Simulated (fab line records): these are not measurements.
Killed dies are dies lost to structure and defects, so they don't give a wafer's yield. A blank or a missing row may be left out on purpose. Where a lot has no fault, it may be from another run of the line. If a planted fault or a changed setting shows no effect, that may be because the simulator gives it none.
The tool behind it: which one? || flow sky130 || 12 lots with 36 wafers sampled at 5 steps, on a route of 708 steps

## WHAT THE GAUGES SHOWED, per wafer
The record lacks any reading of a measuring or inspecting step that a usual standard deviation could be used to judge.

## TOOL THAT RAN EACH LOT (tool first, then ch and the chambers of the sampled wafers, then the start)
{"lot": "L455", "SKY_LDD_HVP_STRIP_09": "plasma-asher-01 ch 0,1, day 21 11:53", "SKY_LDD_LDN_STRIP_12": "plasma-asher-04 ch 0,1, day 22 19:02", "SKY_CONTACT_CMP_04": "cmp-02 ch 2,3, day 30 09:17", "SKY_CONTACT_SPUTTER_23": "pvd-sputter-02, day 31 13:55", "SKY_PAD_OPEN_PROBE_99": "prober-02, day 45 15:32"}
{"lot": "L456", "SKY_LDD_HVP_STRIP_09": "plasma-asher-02 ch 0,1, day 22 01:29", "SKY_LDD_LDN_STRIP_12": "plasma-asher-03 ch 0,1, day 23 08:34", "SKY_CONTACT_CMP_04": "cmp-02 ch 0,1,3, day 30 21:54", "SKY_CONTACT_SPUTTER_23": "pvd-sputter-03, day 32 01:29", "SKY_PAD_OPEN_PROBE_99": "prober-01, day 46 04:08"}
{"lot": "L457", "SKY_LDD_HVP_STRIP_09": "plasma-asher-03 ch 0,1, day 22 08:31", "SKY_LDD_LDN_STRIP_12": "plasma-asher-03 ch 0,1, day 23 15:35", "SKY_CONTACT_CMP_04": "cmp-01 ch 0,1,3, day 31 02:15", "SKY_CONTACT_SPUTTER_23": "pvd-sputter-01, day 32 07:11", "SKY_PAD_OPEN_PROBE_99": "prober-02, day 46 07:27"}
{"lot": "L459", "SKY_LDD_HVP_STRIP_09": "plasma-asher-03 ch 0,1, day 23 17:37", "SKY_LDD_LDN_STRIP_12": "plasma-asher-03 ch 0,1, day 25 00:16", "SKY_CONTACT_CMP_04": "cmp-01 ch 0,2,3, day 32 09:50", "SKY_CONTACT_SPUTTER_23": "pvd-sputter-01, day 33 14:07", "SKY_PAD_OPEN_PROBE_99": "prober-02, day 47 06:47"}
{"lot": "L462", "SKY_LDD_HVP_STRIP_09": "plasma-asher-03 ch 0, day 24 13:50", "SKY_LDD_LDN_STRIP_12": "plasma-asher-01 ch 0,1, day 25 19:35", "SKY_CONTACT_CMP_04": "cmp-01 ch 1,3, day 33 01:02", "SKY_CONTACT_SPUTTER_23": "pvd-sputter-02, day 34 04:56", "SKY_PAD_OPEN_PROBE_99": "prober-02, day 47 20:23"}
{"lot": "L465", "SKY_LDD_HVP_STRIP_09": "plasma-asher-02 ch 0,1, day 25 11:29", "SKY_LDD_LDN_STRIP_12": "plasma-asher-04 ch 0,1, day 26 17:32", "SKY_CONTACT_CMP_04": "cmp-02 ch 0,2,3, day 33 23:45", "SKY_CONTACT_SPUTTER_23": "pvd-sputter-01, day 35 03:32", "SKY_PAD_OPEN_PROBE_99": "prober-02, day 48 13:02"}
{"lot": "L466", "SKY_LDD_HVP_STRIP_09": "plasma-asher-02 ch 0,1, day 26 01:35", "SKY_LDD_LDN_STRIP_12": "plasma-asher-03 ch 0,1, day 27 07:04", "SKY_CONTACT_CMP_04": "cmp-01 ch 0,2,3, day 34 10:38", "SKY_CONTACT_SPUTTER_23": "pvd-sputter-03, day 35 14:26", "SKY_PAD_OPEN_PROBE_99": "prober-01, day 48 21:08"}
{"lot": "L467", "SKY_LDD_HVP_STRIP_09": "plasma-asher-03 ch 0,1, day 26 06:14", "SKY_LDD_LDN_STRIP_12": "plasma-asher-04 ch 0,1, day 27 12:05", "SKY_CONTACT_CMP_04": "cmp-01 ch 0,2,3, day 34 14:48", "SKY_CONTACT_SPUTTER_23": "pvd-sputter-01, day 35 18:26", "SKY_PAD_OPEN_PROBE_99": "prober-02, day 48 23:01"}
{"lot": "L469", "SKY_LDD_HVP_STRIP_09": "plasma-asher-02 ch 1, day 26 21:53", "SKY_LDD_LDN_STRIP_12": "plasma-asher-04 ch 0, day 28 02:53", "SKY_CONTACT_CMP_04": "cmp-02 ch 1,2,3, day 35 07:06", "SKY_CONTACT_SPUTTER_23": "pvd-sputter-03, day 36 10:20", "SKY_PAD_OPEN_PROBE_99": "prober-02, day 49 10:34"}
{"lot": "L474", "SKY_LDD_HVP_STRIP_09": "plasma-asher-02 ch 0,1, day 28 07:32", "SKY_LDD_LDN_STRIP_12": "plasma-asher-03 ch 0,1, day 29 12:22", "SKY_CONTACT_CMP_04": "cmp-02 ch 0,1, day 36 12:00", "SKY_CONTACT_SPUTTER_23": "pvd-sputter-03, day 37 15:41", "SKY_PAD_OPEN_PROBE_99": "prober-01, day 50 05:17"}
{"lot": "L476", "SKY_LDD_HVP_STRIP_09": "plasma-asher-02 ch 0,1, day 28 18:56", "SKY_LDD_LDN_STRIP_12": "plasma-asher-03 ch 0,1, day 29 23:17", "SKY_CONTACT_CMP_04": "cmp-02 ch 0,2,3, day 36 23:14", "SKY_CONTACT_SPUTTER_23": "pvd-sputter-03, day 38 02:21", "SKY_PAD_OPEN_PROBE_99": "prober-01, day 50 11:08"}
{"lot": "L478", "SKY_LDD_HVP_STRIP_09": "plasma-asher-01 ch 0,1, day 29 15:47", "SKY_LDD_LDN_STRIP_12": "plasma-asher-01 ch 0,1, day 30 19:41", "SKY_CONTACT_CMP_04": "cmp-02 ch 0,2, day 37 18:33", "SKY_CONTACT_SPUTTER_23": "pvd-sputter-01, day 38 21:05", "SKY_PAD_OPEN_PROBE_99": "prober-01, day 51 00:45"}
- SKY_LDD_HVP_STRIP_09: strips in O2/N2.
- SKY_LDD_LDN_STRIP_12: strips in O2/N2.
- SKY_CONTACT_CMP_04: polishes SiO2.
- SKY_CONTACT_SPUTTER_23: material TiN, target thk 20 nm, time 80 s.
- SKY_PAD_OPEN_PROBE_99

## WHAT THE TOOLS THEMSELVES READ (means of the sampled wafers that have a number; where no wafer has one, the mark that the record gives instead)
SKY_LDD_HVP_STRIP_09. Usual: drypump-motor-current-A 5.5 A, standard deviation 0.52; oes-product-au 0.408 a.u., standard deviation 0.0054; strip-time-to-endpoint-s 4.133 s, standard deviation 0.015.
{"lot": "L455", "tool": "plasma-asher-01", "drypump-motor-current-A (A)": 5.3, "oes-product-au (a.u.)": 0.410, "strip-time-to-endpoint-s (s)": 4.135, "flag": ""}
{"lot": "L456", "tool": "plasma-asher-02", "drypump-motor-current-A (A)": 5.1, "oes-product-au (a.u.)": 0.405, "strip-time-to-endpoint-s (s)": 4.148, "flag": ""}
{"lot": "L457", "tool": "plasma-asher-03", "drypump-motor-current-A (A)": 5.7, "oes-product-au (a.u.)": 0.406, "strip-time-to-endpoint-s (s)": 4.134, "flag": ""}
{"lot": "L459", "tool": "plasma-asher-03", "drypump-motor-current-A (A)": 6.1, "oes-product-au (a.u.)": 0.402, "strip-time-to-endpoint-s (s)": 4.124, "flag": ""}
{"lot": "L462", "tool": "plasma-asher-03", "drypump-motor-current-A (A)": 6.4, "oes-product-au (a.u.)": 0.414, "strip-time-to-endpoint-s (s)": 4.106, "flag": ""}
{"lot": "L465", "tool": "plasma-asher-02", "drypump-motor-current-A (A)": 5.4, "oes-product-au (a.u.)": 0.403, "strip-time-to-endpoint-s (s)": 4.131, "flag": ""}
{"lot": "L466", "tool": "plasma-asher-02", "drypump-motor-current-A (A)": 5.1, "oes-product-au (a.u.)": 0.410, "strip-time-to-endpoint-s (s)": 4.136, "flag": ""}
{"lot": "L467", "tool": "plasma-asher-03", "drypump-motor-current-A (A)": 6.1, "oes-product-au (a.u.)": 0.404, "strip-time-to-endpoint-s (s)": 4.150, "flag": ""}
{"lot": "L469", "tool": "plasma-asher-02", "drypump-motor-current-A (A)": 5.6, "oes-product-au (a.u.)": 0.406, "strip-time-to-endpoint-s (s)": 4.126, "flag": ""}
{"lot": "L474", "tool": "plasma-asher-02", "drypump-motor-current-A (A)": 5.4, "oes-product-au (a.u.)": 0.410, "strip-time-to-endpoint-s (s)": 4.137, "flag": ""}
{"lot": "L476", "tool": "plasma-asher-02", "drypump-motor-current-A (A)": 5.4, "oes-product-au (a.u.)": 0.405, "strip-time-to-endpoint-s (s)": 4.125, "flag": ""}
{"lot": "L478", "tool": "plasma-asher-01", "drypump-motor-current-A (A)": 5.4, "oes-product-au (a.u.)": 0.408, "strip-time-to-endpoint-s (s)": 4.134, "flag": ""}

SKY_LDD_LDN_STRIP_12. Usual: drypump-motor-current-A 5.7 A, standard deviation 0.45; oes-product-au 0.716 a.u., standard deviation 0.004; strip-time-to-endpoint-s 14.16 s, standard deviation 0.04.
{"lot": "L455", "tool": "plasma-asher-04", "drypump-motor-current-A (A)": 5.7, "oes-product-au (a.u.)": 0.715, "strip-time-to-endpoint-s (s)": 14.22, "flag": ""}
{"lot": "L456", "tool": "plasma-asher-03", "drypump-motor-current-A (A)": 5.7, "oes-product-au (a.u.)": 0.716, "strip-time-to-endpoint-s (s)": 14.21, "flag": ""}
{"lot": "L457", "tool": "plasma-asher-03", "drypump-motor-current-A (A)": 5.7, "oes-product-au (a.u.)": 0.715, "strip-time-to-endpoint-s (s)": 14.20, "flag": ""}
{"lot": "L459", "tool": "plasma-asher-03", "drypump-motor-current-A (A)": 6.1, "oes-product-au (a.u.)": 0.715, "strip-time-to-endpoint-s (s)": 14.15, "flag": ""}
{"lot": "L462", "tool": "plasma-asher-01", "drypump-motor-current-A (A)": 5.3, "oes-product-au (a.u.)": 0.717, "strip-time-to-endpoint-s (s)": 14.14, "flag": ""}
{"lot": "L465", "tool": "plasma-asher-04", "drypump-motor-current-A (A)": 5.8, "oes-product-au (a.u.)": 0.714, "strip-time-to-endpoint-s (s)": 14.17, "flag": ""}
{"lot": "L466", "tool": "plasma-asher-03", "drypump-motor-current-A (A)": 6.1, "oes-product-au (a.u.)": 0.712, "strip-time-to-endpoint-s (s)": 14.19, "flag": ""}
{"lot": "L467", "tool": "plasma-asher-04", "drypump-motor-current-A (A)": 5.7, "oes-product-au (a.u.)": 0.717, "strip-time-to-endpoint-s (s)": 14.20, "flag": ""}
{"lot": "L469", "tool": "plasma-asher-04", "drypump-motor-current-A (A)": 5.6, "oes-product-au (a.u.)": 0.717, "strip-time-to-endpoint-s (s)": 14.14, "flag": ""}
{"lot": "L474", "tool": "plasma-asher-03", "drypump-motor-current-A (A)": 6.1, "oes-product-au (a.u.)": 0.715, "strip-time-to-endpoint-s (s)": 14.19, "flag": ""}
{"lot": "L476", "tool": "plasma-asher-03", "drypump-motor-current-A (A)": 6.1, "oes-product-au (a.u.)": 0.718, "strip-time-to-endpoint-s (s)": 14.13, "flag": ""}
{"lot": "L478", "tool": "plasma-asher-01", "drypump-motor-current-A (A)": 5.4, "oes-product-au (a.u.)": 0.714, "strip-time-to-endpoint-s (s)": 14.11, "flag": ""}

SKY_CONTACT_CMP_04. Usual: edge-zone-pressure-frac 1.000, standard deviation 0.005; head-pressure-psi 4.000 psi, standard deviation 0.0095; motor-current-A 12.1 A, standard deviation 1.3; time-to-endpoint-s 81 s, standard deviation 4.
{"lot": "L455", "tool": "cmp-02", "edge-zone-pressure-frac": 0.997, "head-pressure-psi (psi)": 4.009, "motor-current-A (A)": 13.5, "time-to-endpoint-s (s)": 77, "flag": ""}
{"lot": "L456", "tool": "cmp-02", "edge-zone-pressure-frac": 0.999, "head-pressure-psi (psi)": 3.996, "motor-current-A (A)": 11.7, "time-to-endpoint-s (s)": 84, "flag": ""}
{"lot": "L457", "tool": "cmp-01", "edge-zone-pressure-frac": 1.000, "head-pressure-psi (psi)": 3.995, "motor-current-A (A)": 12.5, "time-to-endpoint-s (s)": 78, "flag": ""}
{"lot": "L459", "tool": "cmp-01", "edge-zone-pressure-frac": 1.000, "head-pressure-psi (psi)": 4.002, "motor-current-A (A)": 11.1, "time-to-endpoint-s (s)": 82, "flag": ""}
{"lot": "L462", "tool": "cmp-01", "edge-zone-pressure-frac": 0.994, "head-pressure-psi (psi)": 4.010, "motor-current-A (A)": 12.6, "time-to-endpoint-s (s)": 80, "flag": ""}
{"lot": "L465", "tool": "cmp-02", "edge-zone-pressure-frac": 1.003, "head-pressure-psi (psi)": 3.997, "motor-current-A (A)": 12.2, "time-to-endpoint-s (s)": 85, "flag": ""}
{"lot": "L466", "tool": "cmp-01", "edge-zone-pressure-frac": 1.001, "head-pressure-psi (psi)": 3.576, "motor-current-A (A)": 10.8, "time-to-endpoint-s (s)": 90, "flag": "OFF"}
{"lot": "L467", "tool": "cmp-01", "edge-zone-pressure-frac": 0.999, "head-pressure-psi (psi)": 3.572, "motor-current-A (A)": 10.4, "time-to-endpoint-s (s)": 90, "flag": "OFF"}
{"lot": "L469", "tool": "cmp-02", "edge-zone-pressure-frac": 1.004, "head-pressure-psi (psi)": 3.997, "motor-current-A (A)": 12.7, "time-to-endpoint-s (s)": 84, "flag": ""}
{"lot": "L474", "tool": "cmp-02", "edge-zone-pressure-frac": 1.003, "head-pressure-psi (psi)": 4.000, "motor-current-A (A)": 10.7, "time-to-endpoint-s (s)": 84, "flag": ""}
{"lot": "L476", "tool": "cmp-02", "edge-zone-pressure-frac": 0.996, "head-pressure-psi (psi)": 4.003, "motor-current-A (A)": 12.4, "time-to-endpoint-s (s)": 87, "flag": ""}
{"lot": "L478", "tool": "cmp-02", "edge-zone-pressure-frac": 0.997, "head-pressure-psi (psi)": 4.009, "motor-current-A (A)": 11.7, "time-to-endpoint-s (s)": 85, "flag": ""}

SKY_CONTACT_SPUTTER_23. Usual: 31.0 % for throttle-valve-pct, sd 1.1.
{"lot": "L455", "tool": "pvd-sputter-02", "throttle-valve-pct (%)": 29.1, "flag": ""}
{"lot": "L456", "tool": "pvd-sputter-03", "throttle-valve-pct (%)": 31.5, "flag": ""}
{"lot": "L457", "tool": "pvd-sputter-01", "throttle-valve-pct (%)": 31.2, "flag": ""}
{"lot": "L459", "tool": "pvd-sputter-01", "throttle-valve-pct (%)": 31.6, "flag": ""}
{"lot": "L462", "tool": "pvd-sputter-02", "throttle-valve-pct (%)": 29.6, "flag": ""}
{"lot": "L465", "tool": "pvd-sputter-01", "throttle-valve-pct (%)": 31.1, "flag": ""}
{"lot": "L466", "tool": "pvd-sputter-03", "throttle-valve-pct (%)": 31.4, "flag": ""}
{"lot": "L467", "tool": "pvd-sputter-01", "throttle-valve-pct (%)": 31.7, "flag": ""}
{"lot": "L469", "tool": "pvd-sputter-03", "throttle-valve-pct (%)": 31.7, "flag": ""}
{"lot": "L474", "tool": "pvd-sputter-03", "throttle-valve-pct (%)": 31.7, "flag": ""}
{"lot": "L476", "tool": "pvd-sputter-03", "throttle-valve-pct (%)": 31.6, "flag": ""}
{"lot": "L478", "tool": "pvd-sputter-01", "throttle-valve-pct (%)": 30.1, "flag": ""}

SKY_PAD_OPEN_PROBE_99. Usual: killed_at_M0_to_M3 42, standard deviation 7.1; killed_at_M4_up 3.3, standard deviation 1.9; killed-at-contacts 24, standard deviation 5; killed-at-front-end 15, standard deviation 4.7; killed-at-other 0.3, standard deviation 0.61; killed-dies 86, standard deviation 9.6; killed-on-rim 17, standard deviation 3.8; killed-open 47, standard deviation 7.5; killed-short 38, standard deviation 6.6.
{"lot": "L455", "tool": "prober-02", "killed_at_M0_to_M3": 45, "killed_at_M4_up": 3.0, "killed-at-contacts": 28, "killed-at-front-end": 14, "killed-at-other": 0.7, "killed-dies": 91, "killed-on-rim": 20, "killed-open": 52, "killed-short": 39, "flag": ""}
{"lot": "L456", "tool": "prober-01", "killed_at_M0_to_M3": 38, "killed_at_M4_up": 4.3, "killed-at-contacts": 25, "killed-at-front-end": 15, "killed-at-other": 0.3, "killed-dies": 82, "killed-on-rim": 18, "killed-open": 44, "killed-short": 39, "flag": ""}
{"lot": "L457", "tool": "prober-02", "killed_at_M0_to_M3": 45, "killed_at_M4_up": 3.7, "killed-at-contacts": 22, "killed-at-front-end": 9, "killed-at-other": 0.7, "killed-dies": 80, "killed-on-rim": 15, "killed-open": 43, "killed-short": 37, "flag": ""}
{"lot": "L459", "tool": "prober-02", "killed_at_M0_to_M3": 52, "killed_at_M4_up": 3.3, "killed-at-contacts": 28, "killed-at-front-end": 17, "killed-at-other": 1.0, "killed-dies": 101, "killed-on-rim": 19, "killed-open": 56, "killed-short": 44, "flag": ""}
{"lot": "L462", "tool": "prober-02", "killed_at_M0_to_M3": 43, "killed_at_M4_up": 1.0, "killed-at-contacts": 25, "killed-at-front-end": 17, "killed-at-other": 0.0, "killed-dies": 86, "killed-on-rim": 16, "killed-open": 48, "killed-short": 37, "flag": ""}
{"lot": "L465", "tool": "prober-02", "killed_at_M0_to_M3": 42, "killed_at_M4_up": 3.3, "killed-at-contacts": 20, "killed-at-front-end": 8, "killed-at-other": 1.0, "killed-dies": 75, "killed-on-rim": 12, "killed-open": 41, "killed-short": 33, "flag": ""}
{"lot": "L466", "tool": "prober-01", "killed_at_M0_to_M3": 45, "killed_at_M4_up": 3.3, "killed-at-contacts": 25, "killed-at-front-end": 14, "killed-at-other": 0.3, "killed-dies": 88, "killed-on-rim": 13, "killed-open": 47, "killed-short": 41, "flag": ""}
{"lot": "L467", "tool": "prober-02", "killed_at_M0_to_M3": 39, "killed_at_M4_up": 3.0, "killed-at-contacts": 30, "killed-at-front-end": 19, "killed-at-other": 0.3, "killed-dies": 92, "killed-on-rim": 16, "killed-open": 49, "killed-short": 43, "flag": ""}
{"lot": "L469", "tool": "prober-02", "killed_at_M0_to_M3": 44, "killed_at_M4_up": 2.7, "killed-at-contacts": 33, "killed-at-front-end": 18, "killed-at-other": 0.3, "killed-dies": 97, "killed-on-rim": 21, "killed-open": 58, "killed-short": 39, "flag": ""}
{"lot": "L474", "tool": "prober-01", "killed_at_M0_to_M3": 48, "killed_at_M4_up": 2.3, "killed-at-contacts": 25, "killed-at-front-end": 16, "killed-at-other": 0.3, "killed-dies": 92, "killed-on-rim": 18, "killed-open": 48, "killed-short": 43, "flag": ""}
{"lot": "L476", "tool": "prober-01", "killed_at_M0_to_M3": 39, "killed_at_M4_up": 3.7, "killed-at-contacts": 24, "killed-at-front-end": 13, "killed-at-other": 0.3, "killed-dies": 81, "killed-on-rim": 18, "killed-open": 48, "killed-short": 33, "flag": ""}
{"lot": "L478", "tool": "prober-01", "killed_at_M0_to_M3": 37, "killed_at_M4_up": 4.3, "killed-at-contacts": 26, "killed-at-front-end": 14, "killed-at-other": 0.3, "killed-dies": 81, "killed-on-rim": 16, "killed-open": 45, "killed-short": 36, "flag": ""}

## THE ANSWER, worked out from the rows above alone
Rule: lot off if the mean of its wafers having a number is beyond 3 standard deviations from the usual mean. Also off: a lot with no number at a reading for which 4 or more lots have one. Any other lot the step has rows for is counted as sound. Order of review: gauges by route order, followed by the tools' own readings, for which a lot's mean as printed above is used. At the first step where some lot is off, the reading lying furthest off is the one used; lots without a number count as furthest.
Off: L466, L467, at SKY_CONTACT_CMP_04 (head-pressure-psi).
If a tool, at that step or one of the process steps before it, ran each lot that is off and ran no sound lot following the first of them, it fits. One fits: SKY_CONTACT_CMP_04 on cmp-01. Its last sound lot is L462 (day 33 01:02), its first lot that is off L466 (day 34 10:38): a fault that began between those two fits.
The tool's own readings at SKY_CONTACT_CMP_04 bear it out: on the lots that are off they differ by more than 5 times the standard deviation of the sound lots' means. head-pressure-psi reads 3.574 psi there against 4.002 psi on the sound lots.

## WHAT WAS PUT IN BY THE SIMULATOR
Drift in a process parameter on cmp-01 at SKY_CONTACT_CMP_04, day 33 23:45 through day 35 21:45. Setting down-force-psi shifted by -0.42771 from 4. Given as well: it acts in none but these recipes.
Lots struck among those shown: L466, L467. This agrees with what the rule above found.
